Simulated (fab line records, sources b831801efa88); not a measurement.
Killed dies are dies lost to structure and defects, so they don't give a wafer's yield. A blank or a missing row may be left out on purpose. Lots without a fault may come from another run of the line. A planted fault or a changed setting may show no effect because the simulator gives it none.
Problem report in the 8D (eight disciplines) form, filled by code | flow gf180mcu | the parts of the form that need people (team, actions taken, sign-off) are left out

1. THE PROBLEM
spike_tc_upper_C at GF_HV_LDD_CVD_56 reads a mean of 711.5 C on 3 wafers of 1 lot; wafers without a fault read 769.5 C with a standard deviation of 1.5. That is -39 standard deviations from the usual mean.
The step: deposits Si3N4 from DCS/NH3, target thk 90 nm, time 1543 s.
First seen on wafer L687.2, day 15 09:12, on lpcvd-01. The record holds 39 wafers of 13 lots with a number at this step. Rule for "out", or "out of limits": more than 4 standard deviations from the usual mean. The other wafers with a number count as sound.

2. WHAT IT IS AND WHAT IT IS NOT
question                    | is                                                                                                                   | is not
which readings at this step | spike_tc_upper_C, spike_tc_centre_C, spike_tc_top_C, zone_power_centre_pct, zone_power_top_pct, zone_power_upper_pct | susceptor_temp_C
which lots                  | L687                                                                                                                 | L679, L680, L681, L682, L683, L684, L695, L698, L699, L700, L701, L702
which wafers of those lots  | all that have a number                                                                                               | -
read on which tools         | lpcvd-01                                                                                                             | lpcvd-02
when                        | from day 15 09:12                                                                                                    | up to then (18 sound wafers); but 18 sound wafers of L695, L698, L699, L700, L701, L702 came after

3. SUSPECTS, AND WHAT RULES EACH OUT
Counting: a tool at a process step up to the reading stays a suspect if it ran every lot that is out and no sound lot after the first of them.
- plasma_asher-04 at GF_VT_IMPLANT_STRIP_20 (strips in O2/N2): ruled out as a lasting fault. Sound lots L695, L701 ran on it after its first lot that is out, L687 (day 8 09:57).
- lpcvd-01 at GF_HV_LDD_CVD_56 (deposits Si3N4 from DCS/NH3, target thk 90 nm, time 1543 s): ruled out as a lasting fault. Sound lots L700 ran on it after its first lot that is out, L687 (day 15 09:12).
Left after counting: nothing in the record.

4. THE CAUSE (what the simulator had put in)
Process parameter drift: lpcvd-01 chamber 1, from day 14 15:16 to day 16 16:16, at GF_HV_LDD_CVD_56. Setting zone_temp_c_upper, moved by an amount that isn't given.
Counting ruled it out, wrongly.

5. THE CHAIN OF EFFECTS, in route order
Each row: a reading whose mean over the struck wafers that have a number lies more than 3 standard deviations from the usual. Only readings for which the record gives a usual standard deviation are gone through. hours: the time from each lot's start at the first step in this table that gives one to its start at this step, as a median over the lots. sigmas: the change in usual standard deviations.
hours | step             | reading               | usual   | on struck wafers | change | sigmas
0     | GF_HV_LDD_CVD_56 | spike_tc_centre_C     | 770.5 C | 777.1            | +6.6   | +5.1
0     | GF_HV_LDD_CVD_56 | spike_tc_top_C        | 783.3 C | 793.8            | +10.5  | +7.0
0     | GF_HV_LDD_CVD_56 | spike_tc_upper_C      | 769.5 C | 711.5            | -58.0  | -39
0     | GF_HV_LDD_CVD_56 | zone_power_centre_pct | 14.3 %  | 23.7             | +9.4   | +7.9
0     | GF_HV_LDD_CVD_56 | zone_power_top_pct    | 27.5 %  | 35.1             | +7.6   | +5.1
0     | GF_HV_LDD_CVD_56 | zone_power_upper_pct  | 14.1 %  | 0.0              | -14.1  | -10
The process steps in it:
- GF_HV_LDD_CVD_56: deposits Si3N4 from DCS/NH3, target thk 90 nm, time 1543 s.
Later measuring or inspecting steps at which every struck wafer that the step has a row for has a number for every such reading, and none has moved that far: GF_CONTACT_OVL_MEAS_15.

6. WHAT WOULD HAVE CAUGHT IT SOONER
In this record the first reading out of limits was taken at day 15 09:12, 18 hours after the fault began at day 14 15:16.
